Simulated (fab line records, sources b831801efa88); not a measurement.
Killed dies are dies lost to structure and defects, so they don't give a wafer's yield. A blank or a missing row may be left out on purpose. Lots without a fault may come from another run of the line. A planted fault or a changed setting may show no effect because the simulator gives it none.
Chamber matching | flow gf180mcu | GF_V3_ETCH_16 on rie_diel-02: 4 sister chambers
The step etches BARC in N2/H2. 4 wafers are shown with their chamber, then 7 later ones without.

WAFERS WITH THEIR CHAMBER
wafer  | chamber | drypump_motor_current_A (A)
L083.1 | 2       | 6.2
L083.5 | 1       | 5.8
L090.3 | 0       | 6.2
L090.5 | 3       | 5.6

WAFERS WITHOUT THEIR CHAMBER
wafer  | drypump_motor_current_A (A)
L090.6 | 6.1
L094.1 | 6.1
L094.4 | 5.8
L094.6 | 6.2
L097.2 | 5.6
L097.3 | 6.2
L097.4 | 5.8

WHICH CHAMBER EACH WENT THROUGH
wafer  | from the rows above     | in truth
L090.6 | can't be placed: 0 or 2 | 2
L094.1 | can't be placed: 0 or 2 | 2
L094.4 | 1                       | 1
L094.6 | can't be placed: 0 or 2 | 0
L097.2 | 3                       | 3
L097.3 | can't be placed: 0 or 2 | 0
L097.4 | 1                       | 1
Placed correctly: 3 of 7. Can't be placed from these rows: 4 (the true chamber is among the candidates in 4). Placed wrongly: 0.
How it was worked out, from the rows above alone: a wafer's distance from a chamber is the root of the sum, over the readings, of the square of ((its reading less the chamber's mean) divided by the reading's scatter). The wafer belongs to the nearest chamber; if the next one is less than 2 further off, it can't be placed. A chamber's mean is the mean of its shown wafers. The scatter: with one shown wafer a chamber, the root of the mean of the squares of how far each hidden wafer lies from its nearest shown one.
